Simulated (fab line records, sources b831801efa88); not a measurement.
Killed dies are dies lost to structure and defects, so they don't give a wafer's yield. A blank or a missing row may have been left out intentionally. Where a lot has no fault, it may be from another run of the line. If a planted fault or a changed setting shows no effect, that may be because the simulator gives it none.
What tool caused it?    flow sky130    12 lots, 36 wafers sampled, at 4 steps of a route of 708

## WHAT THE GAUGES SHOWED, per wafer
SKY_NWELL_THK_MEAS_02. Usual: for NWELL_OXIDATION_THK the level is 9.97 nm and the standard deviation is 0.22.
lot   measured     on             NWELL_OXIDATION_THK (nm)  flag
L104  day 2 12:10  film-metro-02  10.09 10.24 10.16         
L105  day 2 18:34  film-metro-01  9.60 9.65 9.65            
L108  day 3 13:56  film-metro-01  16.09 15.98 15.81         OFF
L109  day 3 16:49  film-metro-01  15.54 15.77 15.75         OFF
L118  day 6 03:12  film-metro-01  16.67 16.51 16.44         OFF
L119  day 6 01:40  film-metro-02  10.30 10.24 10.14         
L120  day 6 01:38  film-metro-04  9.91 10.02 10.05          
L121  day 6 17:15  film-metro-04  10.46 10.29 10.44         
L122  day 6 17:15  film-metro-01  9.88 9.93 9.91            
L124  day 7 02:05  film-metro-02  9.86 9.66 9.62            
L125  day 7 06:22  film-metro-04  9.83 9.89 9.72            
L126  day 7 06:22  film-metro-01  9.76 9.93 9.96            

SKY_DNWELL_TW_MEAS_09. Usual: for DNWELL_TW the level is 1105 and the standard deviation is 8.9.
lot   measured     on             DNWELL_TW       flag
L104  day 3 03:59  film-metro-01  1096 1093 1095  
L105  day 3 10:14  film-metro-04  1119 1106 1108  
L108  day 4 04:08  film-metro-04  1109 1101 1104  
L109  day 4 06:35  film-metro-02  1109 1106 1104  
L118  day 6 20:28  film-metro-01  1102 1102 1104  
L119  day 6 20:52  film-metro-02  1108 1110 1106  
L120  day 6 20:44  film-metro-04  1106 1108 1107  
L121  day 7 13:01  film-metro-04  1115 1108 1100  
L122  day 7 12:53  film-metro-01  1089 1088 1095  
L124  day 7 22:04  film-metro-01  1090 1092 1094  
L125  day 8 02:43  film-metro-04  1111 1105 1109  
L126  day 8 03:04  film-metro-01  1094 1098 1096  

## WHAT TOOL EACH LOT RAN ON (gives the tool, then ch and the chambers of the sampled wafers, and finally the start)
lot   SKY_NWELL_OXIDATION_01        SKY_DNWELL_STRIP_08
L104  furnace-02 ch 0, day 2 10:47  plasma-asher-01 ch 0,1, day 3 03:53
L105  furnace-01 ch 0, day 2 17:11  plasma-asher-03 ch 0,1, day 3 10:08
L108  furnace-01 ch 0, day 3 09:44  plasma-asher-03 ch 0,1, day 4 04:02
L109  furnace-02 ch 0, day 3 12:46  plasma-asher-03 ch 0,1, day 4 06:29
L118  furnace-01 ch 0, day 6 00:15  plasma-asher-03 ch 0,1, day 6 20:22
L119  furnace-01 ch 0, day 6 00:15  plasma-asher-04 ch 0,1, day 6 20:46
L120  furnace-01 ch 0, day 6 00:15  plasma-asher-01 ch 0,1, day 6 20:38
L121  furnace-01 ch 0, day 6 15:50  plasma-asher-01 ch 0,1, day 7 12:55
L122  furnace-01 ch 0, day 6 15:50  plasma-asher-04 ch 0,1, day 7 12:46
L124  furnace-02 ch 0, day 7 00:42  plasma-asher-03 ch 0,1, day 7 21:58
L125  furnace-02 ch 0, day 7 04:58  plasma-asher-03 ch 0,1, day 8 02:37
L126  furnace-02 ch 0, day 7 04:58  plasma-asher-04 ch 0,1, day 8 02:58
- SKY_NWELL_OXIDATION_01: stabilise 600 s, purge 300 s, target thk 10 nm.
- SKY_DNWELL_STRIP_08: strips in O2/N2.

## WHAT THE TOOLS THEMSELVES READ (means of the sampled wafers that have a number; where no wafer has one, the mark that the record gives instead)
SKY_DNWELL_STRIP_08. Usual: drypump-motor-current-A 5.9 A, standard deviation 0.42; oes-product-au 0.723 a.u., standard deviation 0.0046; strip-time-to-endpoint-s 36.96 s, standard deviation 0.091.
lot   tool             drypump-motor-current-A (A)  oes-product-au (a.u.)  strip-time-to-endpoint-s (s)  flag
L104  plasma-asher-01  5.3                          0.717                  36.93                         
L105  plasma-asher-03  6.0                          0.725                  36.97                         
L108  plasma-asher-03  6.0                          0.723                  37.09                         
L109  plasma-asher-03  6.3                          0.720                  37.05                         
L118  plasma-asher-03  6.3                          0.725                  36.94                         
L119  plasma-asher-04  5.8                          0.721                  36.96                         
L120  plasma-asher-01  5.3                          0.725                  36.88                         
L121  plasma-asher-01  5.3                          0.724                  36.98                         
L122  plasma-asher-04  5.8                          0.723                  36.85                         
L124  plasma-asher-03  6.0                          0.724                  36.84                         
L125  plasma-asher-03  6.0                          0.726                  37.01                         
L126  plasma-asher-04  5.8                          0.723                  36.82                         

## THE ANSWER, worked out from the rows above alone
Rule: a lot is off if the mean of its wafers that have a number lies more than 3 standard deviations from the usual mean. Also off: a lot with no number at a reading for which 4 or more lots have one. All remaining lots with rows at the step are treated as sound. The gauges are gone through in route order, then the tools' own readings, and for those a lot's mean is taken as printed above. The first step at which some lot is off is used, and at that step the reading that is off furthest; a lot without a number counts as furthest.
Off: L108, L109, L118, seen at SKY_NWELL_THK_MEAS_02 (NWELL_OXIDATION_THK).
A tool fits if, at a process step before that reading, it ran every lot that is off, and no sound lot after the first of them. The gauges at SKY_NWELL_THK_MEAS_02 are tried like those tools. No candidate that was tried fits.

## WHAT THE SIMULATOR HAD INSERTED
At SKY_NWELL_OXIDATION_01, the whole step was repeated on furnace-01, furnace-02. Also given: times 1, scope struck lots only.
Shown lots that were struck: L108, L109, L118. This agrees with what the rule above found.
